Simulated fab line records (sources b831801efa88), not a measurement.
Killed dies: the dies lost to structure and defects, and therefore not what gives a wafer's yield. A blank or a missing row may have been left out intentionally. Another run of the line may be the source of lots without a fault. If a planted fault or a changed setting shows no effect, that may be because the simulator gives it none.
Matching of chambers + flow gf180mcu + 4 sister chambers for GF_V1_CMP_04 on cmp-02
The step polishes SiO2. 16 wafers are shown with their chamber, then 8 later ones without.

== WAFERS, EACH WITH ITS CHAMBER ==
| wafer  | chamber | motor-current-A (A) | time-to-endpoint-s (s) |
|--------|---------|---------------------|------------------------|
| L236.3 | 3       | 10.9                | 83                     |
| L236.5 | 1       | 15.6                | 84                     |
| L236.6 | 2       | 12.0                | 96                     |
| L239.2 | 1       | 14.5                | 71                     |
| L239.5 | 1       | 14.6                | 71                     |
| L239.6 | 0       | 13.0                | 80                     |
| L240.1 | 3       | 11.0                | 72                     |
| L240.2 | 0       | 12.3                | 72                     |
| L240.3 | 1       | 14.5                | 72                     |
| L244.1 | 0       | 12.1                | 71                     |
| L244.3 | 3       | 11.2                | 67                     |
| L244.5 | 3       | 11.0                | 75                     |
| L250.2 | 0       | 12.8                | 72                     |
| L250.5 | 0       | 12.6                | 79                     |
| L250.6 | 1       | 13.7                | 68                     |
| L251.2 | 0       | 12.9                | 78                     |

SIGNATURES, as means of the wafers listed above
| reading            | chamber 0 | chamber 1 | chamber 2 | chamber 3 | scatter within a chamber |
|--------------------|-----------|-----------|-----------|-----------|--------------------------|
| motor-current-A    | 12.617    | 14.580    | 12.000    | 11.025    | 0.457                    |
| time-to-endpoint-s | 75.33     | 73.20     | 96.00     | 74.25     | 5.57                     |
Rule: for each reading, subtract the chamber's mean from the wafer's reading, divide by that reading's scatter and square the result; add these up over the readings and take the root, which gives the wafer's distance from the chamber. The wafer belongs to the nearest chamber; if the next one is less than 2 further off, it can't be placed. The scatter: the root of (the sum of the squares of (reading less its chamber's mean) over the shown wafers, divided by (wafers less chambers)).

== WAFERS WITH NO CHAMBER GIVEN ==
| wafer  | motor-current-A (A) | time-to-endpoint-s (s) |
|--------|---------------------|------------------------|
| L251.4 | 12.2                | 92                     |
| L251.6 | 14.6                | 75                     |
| L254.1 | 11.2                | 76                     |
| L254.3 | 14.8                | 75                     |
| L254.6 | 12.2                | 97                     |
| L253.2 | 11.5                | 74                     |
| L253.5 | 11.3                | 81                     |
| L253.6 | 12.5                | 75                     |

== EACH ONE'S CHAMBER ==
| wafer  | from the rows above          | in truth                   |
|--------|------------------------------|----------------------------|
| L251.4 | 2                            | 2                          |
| L251.6 | 1                            | 1                          |
| L254.1 | 3                            | 3                          |
| L254.3 | 1                            | 1                          |
| L254.6 | 2                            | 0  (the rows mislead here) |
| L253.2 | can't be placed: 3 or 0      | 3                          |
| L253.5 | can't be placed: 3 or 0 or 2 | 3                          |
| L253.6 | 0                            | 0                          |
Correct placement for 5 of the 8. Unplaceable from these rows: 2, with the true chamber sitting among the candidates in 2. 1 placed wrongly.
